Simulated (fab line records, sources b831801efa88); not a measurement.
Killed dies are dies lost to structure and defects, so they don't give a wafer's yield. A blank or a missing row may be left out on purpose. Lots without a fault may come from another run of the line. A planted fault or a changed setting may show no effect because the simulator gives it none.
Which tool did it? | flow sky130 | 14 lots, 42 wafers sampled, at 5 steps of a route of 708

WHAT THE GAUGES READ, wafer by wafer
SKY_VIA3_THK_MEAS_01. Usual: VIA3_HDPCVD_THK 1634 nm, standard deviation 21.
lot  | measured     | on            | VIA3_HDPCVD_THK (nm) | flag
L479 | day 38 04:25 | film_metro-02 | 1589 1619 1576       |
L478 | day 38 07:47 | film_metro-01 | 1639 1655 1638       |
L480 | day 38 22:10 | film_metro-03 | 1670 1665 1620       |
L481 | day 39 15:29 | film_metro-01 | 3279 3288 3350       | OFF
L482 | day 39 23:37 | film_metro-02 | 1631 1683 1664       |
L484 | day 40 08:53 | film_metro-01 | 1662 1641 1673       |
L489 | day 41 19:01 | film_metro-03 | 3239 3291 3239       | OFF
L491 | day 42 10:07 | film_metro-01 | 1617 1598 1616       |
L492 | day 42 14:52 | film_metro-01 | 1593 1631 1625       |
L496 | day 43 19:00 | film_metro-03 | 1648 1602 1628       |
L499 | day 44 20:45 | film_metro-02 | 1655 1646 1674       |
L500 | day 44 21:38 | film_metro-02 | 1624 1634 1640       |
L498 | day 45 00:00 | film_metro-01 | 1608 1598 1598       |
L501 | day 45 03:49 | film_metro-01 | 1613 1623 1609       |

SKY_VIA3_CD_MEAS_12: target cd 200 nm. Usual: cd_nm 199.7 nm, standard deviation 1.7.
lot  | measured     | on        | cd_nm (nm)        | flag
L479 | day 39 05:38 | cd_sem-02 | 201.1 200.3 200.0 |
L478 | day 39 09:08 | cd_sem-02 | 200.1 199.4 200.9 |
L480 | day 39 23:19 | cd_sem-02 | 199.7 200.6 198.3 |
L481 | day 40 15:36 | cd_sem-02 | 200.1 200.4 201.0 |
L482 | day 41 00:38 | cd_sem-01 | 200.3 201.5 201.1 |
L484 | day 41 09:41 | cd_sem-01 | 198.8 198.8 198.6 |
L489 | day 42 18:15 | cd_sem-02 | 201.8 200.7 200.2 |
L491 | day 43 09:55 | cd_sem-02 | 196.5 198.9 196.1 |
L492 | day 43 14:51 | cd_sem-02 | 201.3 200.1 201.3 |
L496 | day 44 17:34 | cd_sem-01 | 200.8 201.2 201.5 |
L499 | day 45 18:08 | cd_sem-01 | 196.5 196.3 198.0 |
L500 | day 45 19:03 | cd_sem-01 | 198.4 198.0 199.3 |
L498 | day 45 21:01 | cd_sem-01 | 200.9 202.0 201.1 |
L501 | day 46 00:49 | cd_sem-02 | 197.7 196.2 197.1 |

SKY_CAP2M_THK_MEAS_01. Usual: CAP2M_CVD_00_THK 15.52 nm, standard deviation 0.27.
lot  | measured     | on            | CAP2M_CVD_00_THK (nm) | flag
L479 | day 39 07:22 | film_metro-04 | 15.61 15.88 15.62     |
L478 | day 39 10:49 | film_metro-04 | 15.74 15.54 15.75     |
L480 | day 40 01:01 | film_metro-02 | 15.17 15.40 15.71     |
L481 | day 40 17:17 | film_metro-02 | 15.13 15.47 15.46     |
L482 | day 41 02:40 | film_metro-01 | 15.56 15.76 16.06     |
L484 | day 41 11:23 | film_metro-01 | 15.38 15.73 15.58     |
L489 | day 42 19:55 | film_metro-02 | 15.41 14.79 15.41     |
L491 | day 43 11:37 | film_metro-04 | 15.64 15.48 16.18     |
L492 | day 43 16:49 | film_metro-04 | 15.24 15.72 15.33     |
L496 | day 44 19:15 | film_metro-02 | 15.50 15.94 15.51     |
L499 | day 45 20:04 | film_metro-04 | 15.13 15.66 15.48     |
L500 | day 45 20:44 | film_metro-04 | 15.17 15.46 15.51     |
L498 | day 45 22:42 | film_metro-01 | 14.94 15.76 15.79     |
L501 | day 46 02:30 | film_metro-04 | 15.32 15.52 15.86     |

WHICH TOOL RAN EACH LOT (tool, then ch and the chambers of the sampled wafers, then the start)
lot  | SKY_CONTACT_ETCH_17                | SKY_VIA3_HDPCVD_00
L479 | rie_diel-03 ch 1,2,3, day 31 05:16 | hdpcvd-01 ch 1,2, day 38 04:15
L478 | rie_diel-02 ch 1,2, day 31 08:15   | hdpcvd-02 ch 0,1,2, day 38 07:36
L480 | rie_diel-02 ch 1,2,3, day 32 00:16 | hdpcvd-02 ch 1,2, day 38 21:59
L481 | rie_diel-01 ch 1,2,3, day 32 19:24 | hdpcvd-01 ch 0,1,2, day 39 14:59
L482 | rie_diel-01 ch 2,3, day 33 02:58   | hdpcvd-01 ch 0,2, day 39 23:26
L484 | rie_diel-03 ch 1,2, day 33 14:05   | hdpcvd-02 ch 0,1, day 40 08:43
L489 | rie_diel-03 ch 0,2,3, day 35 02:10 | hdpcvd-02 ch 0,1,2, day 41 18:29
L491 | rie_diel-03 ch 0,1, day 35 20:10   | hdpcvd-02 ch 0,1,2, day 42 10:00
L492 | rie_diel-03 ch 0,1,3, day 36 01:49 | hdpcvd-02 ch 1,2, day 42 14:41
L496 | rie_diel-03 ch 0,1,3, day 37 08:33 | hdpcvd-01 ch 0,2, day 43 18:49
L499 | rie_diel-02 ch 1,2,3, day 38 13:43 | hdpcvd-01 ch 1,2, day 44 20:29
L500 | rie_diel-03 ch 0,1,3, day 38 14:33 | hdpcvd-01 ch 2, day 44 21:23
L498 | rie_diel-01 ch 1,2, day 38 16:36   | hdpcvd-02 ch 0,2, day 44 23:50
L501 | rie_diel-01 ch 0,3, day 38 20:45   | hdpcvd-02 ch 0,1,2, day 45 03:38
- SKY_CONTACT_ETCH_17: etches SiO2 in C4F8/O2/Ar, stops on Si3N4, target depth 340 nm.
- SKY_VIA3_HDPCVD_00: deposits SiO2, target thk 1635 nm, time 272.5 s.

WHAT THE TOOLS THEMSELVES READ (means of the sampled wafers that have a number; where no wafer has one, the mark that the record gives instead)
SKY_CONTACT_ETCH_17. Usual: oes_product_au 0.893 a.u., standard deviation 0.0047.
lot  | tool        | oes_product_au (a.u.) | flag
L479 | rie_diel-03 | 0.900                 |
L478 | rie_diel-02 | 0.893                 |
L480 | rie_diel-02 | 0.893                 |
L481 | rie_diel-01 | 0.895                 |
L482 | rie_diel-01 | 0.889                 |
L484 | rie_diel-03 | 0.898                 |
L489 | rie_diel-03 | 0.892                 |
L491 | rie_diel-03 | 0.890                 |
L492 | rie_diel-03 | 0.891                 |
L496 | rie_diel-03 | 0.889                 |
L499 | rie_diel-02 | 0.890                 |
L500 | rie_diel-03 | 0.892                 |
L498 | rie_diel-01 | 0.893                 |
L501 | rie_diel-01 | 0.891                 |

THE ANSWER, worked out from the rows above alone
Rule: a lot is off if the mean of its wafers that have a number lies more than 3 standard deviations from the usual mean. A lot without any number at a reading at which 4 lots or more have one is off too. The other lots that the step has rows for count as sound. The gauges are gone through in route order, then the tools' own readings, and for those a lot's mean is taken as printed above. The first step at which some lot is off is used, and at that step the reading that is off furthest; a lot without a number counts as furthest.
Off: L481, L489, at SKY_VIA3_THK_MEAS_01 (VIA3_HDPCVD_THK).
A tool fits if, at a process step before that reading, it ran every lot that is off, and no sound lot after the first of them. The gauges at SKY_VIA3_THK_MEAS_01 are tried like those tools. None of those tried fits.

WHAT THE SIMULATOR HAD PUT IN
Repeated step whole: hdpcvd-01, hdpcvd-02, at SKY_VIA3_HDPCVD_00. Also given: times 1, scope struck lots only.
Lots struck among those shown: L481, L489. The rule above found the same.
